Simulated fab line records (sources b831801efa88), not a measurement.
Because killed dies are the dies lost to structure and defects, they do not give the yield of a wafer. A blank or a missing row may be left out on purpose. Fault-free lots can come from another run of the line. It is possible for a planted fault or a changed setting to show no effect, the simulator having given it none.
Problem report in the 8D (eight disciplines) form, filled by code :: flow gf180mcu :: the parts of the form that need people (team, actions taken, sign-off) are left out

== 1. THE PROBLEM ==
cdNm at GF_M2_CD_MEAS_14 reads a mean of 264.5 nm on 4 wafers of 3 lots; wafers without a fault read 280.1 nm with a standard deviation of 1.3. Measured from the usual mean, that is -12 standard deviations.
The step: target cd 280 nm.
First seen on wafer L242.6, day 24 07:20, on cdSem-02. The record holds 39 wafers of 14 lots with a number at this step. Rule for "out" (also "out of limits"): further than 4 standard deviations from the usual mean. All remaining wafers that have a number are taken as sound.

== 2. WHAT IT IS; WHAT IT IS NOT ==
question: which readings at this step
is: cdNm
is not: -

question: which lots
is: L242, L244, L245
is not: L230, L231, L232, L233, L234, L235, L236, L246, L248, L249, L252

question: which wafers of those lots
is: L242.6, L244.5, L244.6, L245.6
is not: L242.4, L245.4

question: read on which gauges
is: cdSem-02
is not: cdSem-01

question: when
is: from day 24 07:20
is not: up to then (22 sound wafers); but 13 sound wafers of L245, L246, L248, L249, L252 came after

== 3. SUSPECTS, AND WHAT RULES EACH OUT ==
Counting: a tool at a process step up to the reading stays a suspect if it ran every lot that is out. Sound lots after the first of them don't rule it out here, since some wafers of a struck lot are sound.
- the gauge at GF_M2_CD_MEAS_14: kept. All the wafers that are out were read on cdSem-02, and no step on other tools shows them out.
- krfScanner-02 at GF_M2_EXPOSE_11 (exposes mask Metal2, target cd 280 nm): kept. It processed each lot that is out (first: L242, day 23 20:30); up to then, its last sound lot is L236 (day 21 07:58).
What counting leaves: krfScanner-02 at GF_M2_EXPOSE_11 and cdSem-02 at GF_M2_CD_MEAS_14.

== 4. THE CAUSE (what the simulator had put in) ==
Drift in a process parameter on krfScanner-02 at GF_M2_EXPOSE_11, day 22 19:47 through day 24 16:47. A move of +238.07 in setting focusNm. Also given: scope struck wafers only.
2 suspects survive the count, and this tool is in that group.

== 5. THE EFFECT CHAIN, in route order ==
Each row: a reading where the mean over the struck wafers with a number is more than 3 standard deviations away from the usual. Scope: only readings with a usual standard deviation given in the record; hours: median across lots of the time from each lot's start at the first step in this table that gives one to its start at this step; sigmas: change in usual standard deviations.
hours: 0
step: GF_M2_CD_MEAS_14
reading: cdNm
usual: 280.1 nm
on struck wafers: 264.5
change: -15.6
sigmas: -12

hours: 207
step: GF_PASSIVATION_PROBE_99
reading: killedAtOther
usual: 0.1
on struck wafers: 1.0
change: +0.9
sigmas: +3.1
Process steps it contains:
- GF_PASSIVATION_PROBE_99

== 6. HOW IT WOULD HAVE BEEN CAUGHT EARLIER ==
In this record the first reading out of limits at a measuring or inspecting step was taken at day 24 07:20, 36 hours after the fault began at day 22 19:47.
L244, L245, from the lots that are out (3), started GF_M2_EXPOSE_11 on krfScanner-02 later than day 24 07:20. A hold on the tool at that time would have spared those 2.
